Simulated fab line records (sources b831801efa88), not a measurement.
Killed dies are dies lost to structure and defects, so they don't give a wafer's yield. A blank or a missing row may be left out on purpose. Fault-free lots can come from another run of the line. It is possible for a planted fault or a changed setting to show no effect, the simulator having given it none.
Commonality check across tools	flow gf180mcu	Lots sampled 14, wafers sampled 42

## WHY IT WAS OPENED
At GF_CONTACT_THK_MEAS_03 the reading CONTACT_CVD_02_THK is flagged on 2 of 14 lots. Wafers without a fault read 864 nm, standard deviation 15.
Rule: a lot gets a flag if all its wafers with a number sit over 4 standard deviations from that mean, or if no wafer of it has a number. All remaining lots are regarded as sound.

lot	measured	on	CONTACT_CVD_02_THK (nm), wafer by wafer	flag
L315	day 15 23:46	film metro-01	872 878 882	
L318	day 17 01:31	film metro-03	270 288 288	FLAGGED
L320	day 17 21:27	film metro-04	854 855 865	
L322	day 18 09:38	film metro-01	303 298 285	FLAGGED
L326	day 19 18:35	film metro-01	852 867 878	
L328	day 20 12:27	film metro-03	838 856 858	
L329	day 20 20:18	film metro-04	890 863 882	
L330	day 21 05:14	film metro-04	840 837 862	
L331	day 21 13:47	film metro-03	883 878 870	
L332	day 21 20:16	film metro-04	835 861 865	
L333	day 22 05:02	film metro-01	848 861 890	
L334	day 22 12:43	film metro-01	844 865 879	
L335	day 23 00:46	film metro-01	841 831 842	
L336	day 23 04:29	film metro-04	870 865 890	
The numbers of the flagged lots are 289 nm on average: -575 nm against the usual, or -38 standard deviations.

## EACH LOT AND THE TOOL IT RAN ON
Before the reading, the record contains 3 process steps out of a 602-step route. Every cell lists first the tool, next ch and the chambers used by the sampled wafers, and last the start.
lot	flag	GF_PSD_RTA_13	GF_SAB_STRIP_13	GF_CONTACT_CVD_02
L315		rtp anneal-01 ch 0, day 15 00:16	plasma asher-02 ch 0,1, day 15 22:52	pecvd-01 ch 0,1, day 15 23:40
L318	FLAGGED	rtp anneal-02 ch 0, day 16 02:04	plasma asher-02 ch 0,1, day 17 00:37	pecvd-04 ch 0,1, day 17 01:25
L320		rtp anneal-02 ch 0, day 16 20:39	plasma asher-04 ch 0, day 17 20:29	pecvd-02 ch 0,1,2, day 17 21:22
L322	FLAGGED	rtp anneal-02 ch 0, day 17 09:16	plasma asher-02 ch 0,1, day 18 08:41	pecvd-04 ch 0,1,2, day 18 09:33
L326		rtp anneal-02 ch 0, day 18 16:37	plasma asher-02 ch 0,1, day 19 17:41	pecvd-02 ch 0,1,2, day 19 18:31
L328		rtp anneal-01 ch 0, day 19 10:21	plasma asher-04 ch 0,1, day 20 11:32	pecvd-02 ch 0,2, day 20 12:22
L329		rtp anneal-01 ch 0, day 19 18:51	plasma asher-04 ch 0,1, day 20 19:23	pecvd-04 ch 0,1,2, day 20 20:14
L330		rtp anneal-01 ch 0, day 20 03:34	plasma asher-01 ch 0,1, day 21 04:20	pecvd-02 ch 1,2, day 21 05:10
L331		rtp anneal-01 ch 0, day 20 12:04	plasma asher-01 ch 0,1, day 21 12:53	pecvd-04 ch 0,1,2, day 21 13:43
L332		rtp anneal-01 ch 0, day 20 18:21	plasma asher-02 ch 0, day 21 19:21	pecvd-01 ch 0,2, day 21 20:11
L333		rtp anneal-02 ch 0, day 21 04:14	plasma asher-04 ch 0,1, day 22 04:08	pecvd-04 ch 0,1,2, day 22 04:58
L334		rtp anneal-02 ch 0, day 21 11:51	plasma asher-01 ch 0,1, day 22 11:40	pecvd-04 ch 1,2, day 22 12:37
L335		rtp anneal-01 ch 0, day 21 23:54	plasma asher-02 ch 0,1, day 22 23:48	pecvd-02 ch 0,1, day 23 00:41
L336		rtp anneal-01 ch 0, day 22 03:51	plasma asher-02 ch 0, day 23 03:23	pecvd-04 ch 1,2, day 23 04:22
These steps, and what they do:
- GF_PSD_RTA_13: time 20 s.
- GF_SAB_STRIP_13: strips in O2/N2.
- GF_CONTACT_CVD_02: deposits SiO2 from TEOS, target thk 860 nm, time 95.992 s.
- GF_CONTACT_THK_MEAS_03

## FLAGGED AGAINST TOTAL, ONE TOOL AT A TIME (gauges that did the reading follow at the end)
step	tool	lots run	flagged	share of the flagged lots	sound lots run after its first flagged lot
GF_PSD_RTA_13	rtp anneal-01	8	0	none	-
GF_PSD_RTA_13	rtp anneal-02	6	2	all	4 (L320,L326,L333,L334)
GF_SAB_STRIP_13	plasma asher-01	3	0	none	-
GF_SAB_STRIP_13	plasma asher-02	7	2	all	4 (L326,L332,L335,L336)
GF_SAB_STRIP_13	plasma asher-04	4	0	none	-
GF_CONTACT_CVD_02	pecvd-01	2	0	none	-
GF_CONTACT_CVD_02	pecvd-02	5	0	none	-
GF_CONTACT_CVD_02	pecvd-04	7	2	all	5 (L329,L331,L333,L334,L336)
GF_CONTACT_THK_MEAS_03	film metro-01	6	1	some	4 (L326,L333,L334,L335)
GF_CONTACT_THK_MEAS_03	film metro-03	3	1	some	2 (L328,L331)
GF_CONTACT_THK_MEAS_03	film metro-04	5	0	none	-

## THE TABLE: WHAT IT ALLOWS
All flagged lots were run by 3 table rows, namely rtp anneal-02 at GF_PSD_RTA_13, plasma asher-02 at GF_SAB_STRIP_13, pecvd-04 at GF_CONTACT_CVD_02.
- rtp anneal-02 at GF_PSD_RTA_13 ran 6 lots, 2 of them flagged. Sound lots ran on it after the first flagged one (L320, L326, L333, L334), which a lasting fault on the whole tool wouldn't allow.
- plasma asher-02 at GF_SAB_STRIP_13 ran 7 lots, 2 of them flagged. Sound lots ran on it after the first flagged one (L326, L332, L335, L336), which a lasting fault on the whole tool wouldn't allow.
- pecvd-04 at GF_CONTACT_CVD_02 ran 7 lots, 2 of them flagged. Sound lots ran on it after the first flagged one (L329, L331, L333, L334, L336), which a lasting fault on the whole tool wouldn't allow.
Not one row of the table ran every flagged lot while running no sound lot after the first.

## WHAT HAD BEEN PUT IN BY THE SIMULATOR
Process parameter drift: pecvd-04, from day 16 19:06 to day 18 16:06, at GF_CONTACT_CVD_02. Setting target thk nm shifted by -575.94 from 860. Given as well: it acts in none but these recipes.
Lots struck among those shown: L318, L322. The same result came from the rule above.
